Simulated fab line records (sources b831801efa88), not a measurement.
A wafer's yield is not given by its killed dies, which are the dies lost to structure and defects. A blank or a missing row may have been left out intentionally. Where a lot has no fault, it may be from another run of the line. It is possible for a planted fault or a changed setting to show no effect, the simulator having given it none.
Tool commonality check	flow gf180mcu	Sampled: 13 lots, 39 wafers

== REASON FOR OPENING ==
At GF_HV_LDD_THK_MEAS_55 the reading HV_LDD_CVD_54_THK is flagged on 2 of 13 lots. Wafers without a fault read 10.03 nm, standard deviation 0.13.
Rule: a lot is flagged when every wafer of it that has a number lies more than 4 standard deviations from that mean, or none has a number. The rest of the lots are taken to be sound.

lot	measured	on	HV_LDD_CVD_54_THK (nm), wafer by wafer	flag
L738	day 12 23:22	film-metro-04	9.88 9.99 9.85	
L737	day 13 00:01	film-metro-02	10.01 10.08 9.96	
L740	day 14 04:46	film-metro-04	9.90 9.82 9.93	
L741	day 14 10:48	film-metro-04	10.03 9.93 10.00	
L743	day 14 19:41	film-metro-02	10.25 10.23 10.25	
L744	day 15 07:35	film-metro-01	6.76 6.77 6.75	FLAGGED
L745	day 15 17:35	film-metro-02	6.62 6.60 6.59	FLAGGED
L750	day 17 00:27	film-metro-01	10.02 9.95 9.96	
L755	day 18 16:37	film-metro-02	10.04 10.13 9.95	
L756	day 19 07:53	film-metro-02	9.87 9.98 9.85	
L757	day 19 09:02	film-metro-04	9.89 9.96 9.93	
L758	day 19 18:42	film-metro-02	9.83 9.91 9.98	
L759	day 20 02:30	film-metro-04	9.94 9.82 9.87	
The mean of the flagged lots' numbers is 6.68 nm, -3.35 nm from the usual (-26 standard deviations).

== TOOL THAT RAN EACH LOT ==
The record holds 2 process steps before the reading, out of a route of 602 steps. Every cell lists first the tool, next ch and the chambers used by the sampled wafers, and last the start.
lot	flag	GF_POLY_GATE_ETCH_13	GF_HV_LDD_CVD_54
L738		rie-si-01 ch 0,1,3, day 9 17:09	lpcvd-01 ch 0, day 12 22:20
L737		rie-si-01 ch 0,1,3, day 9 12:35	lpcvd-02 ch 0, day 12 23:00
L740		rie-si-02 ch 0,1,2, day 10 12:41	lpcvd-01 ch 1, day 14 03:44
L741		rie-si-01 ch 0,1,2, day 10 23:35	lpcvd-02 ch 0, day 14 09:47
L743		rie-si-02 ch 0,2,3, day 11 08:02	lpcvd-02 ch 0, day 14 18:40
L744	FLAGGED	rie-si-02 ch 0,1,2, day 11 17:53	lpcvd-02 ch 0, day 15 06:33
L745	FLAGGED	rie-si-01 ch 0,2,3, day 12 00:06	lpcvd-02 ch 0, day 15 16:34
L750		rie-si-02 ch 0,1,3, day 13 06:47	lpcvd-01 ch 1, day 16 23:24
L755		rie-si-02 ch 1,2, day 14 18:17	lpcvd-01 ch 0, day 18 15:35
L756		rie-si-01 ch 1,3, day 15 05:02	lpcvd-02 ch 0, day 19 06:52
L757		rie-si-02 ch 0,2,3, day 15 07:14	lpcvd-02 ch 1, day 19 08:00
L758		rie-si-02 ch 0,1,2, day 15 18:15	lpcvd-02 ch 0, day 19 17:40
L759		rie-si-01 ch 0,1,2, day 15 22:47	lpcvd-02 ch 0, day 20 01:29
What these steps do:
- GF_POLY_GATE_ETCH_13: etches poly-Si in HBr/Cl2, stops on SiO2, target depth 198.5 nm, time 69.6 s.
- GF_HV_LDD_CVD_54: deposits SiO2 from TEOS, target thk 10 nm, time 75 s.
- GF_HV_LDD_THK_MEAS_55

== FLAGGED AGAINST TOTAL, ONE TOOL AT A TIME (gauges that did the reading follow at the end) ==
step	tool	lots run	flagged	share of the flagged lots	sound lots run after its first flagged lot
GF_POLY_GATE_ETCH_13	rie-si-01	6	1	some	2 (L756,L759)
GF_POLY_GATE_ETCH_13	rie-si-02	7	1	some	4 (L750,L755,L757,L758)
GF_HV_LDD_CVD_54	lpcvd-01	4	0	none	-
GF_HV_LDD_CVD_54	lpcvd-02	9	2	all	4 (L756,L757,L758,L759)
GF_HV_LDD_THK_MEAS_55	film-metro-01	2	1	some	1 (L750)
GF_HV_LDD_THK_MEAS_55	film-metro-02	6	1	some	3 (L755,L756,L758)
GF_HV_LDD_THK_MEAS_55	film-metro-04	5	0	none	-

== WHAT THE TABLE PERMITS ==
All flagged lots share 1 row of the table, namely lpcvd-02 at GF_HV_LDD_CVD_54.
- lpcvd-02 at GF_HV_LDD_CVD_54 ran 9 lots, 2 of them flagged. Sound lots ran on it after the first flagged one (L756, L757, L758, L759), which a lasting fault on the whole tool wouldn't allow.
None of the table's rows ran every flagged lot and, after the first, no sound lot.

== WHAT THE SIMULATOR HAD INSERTED ==
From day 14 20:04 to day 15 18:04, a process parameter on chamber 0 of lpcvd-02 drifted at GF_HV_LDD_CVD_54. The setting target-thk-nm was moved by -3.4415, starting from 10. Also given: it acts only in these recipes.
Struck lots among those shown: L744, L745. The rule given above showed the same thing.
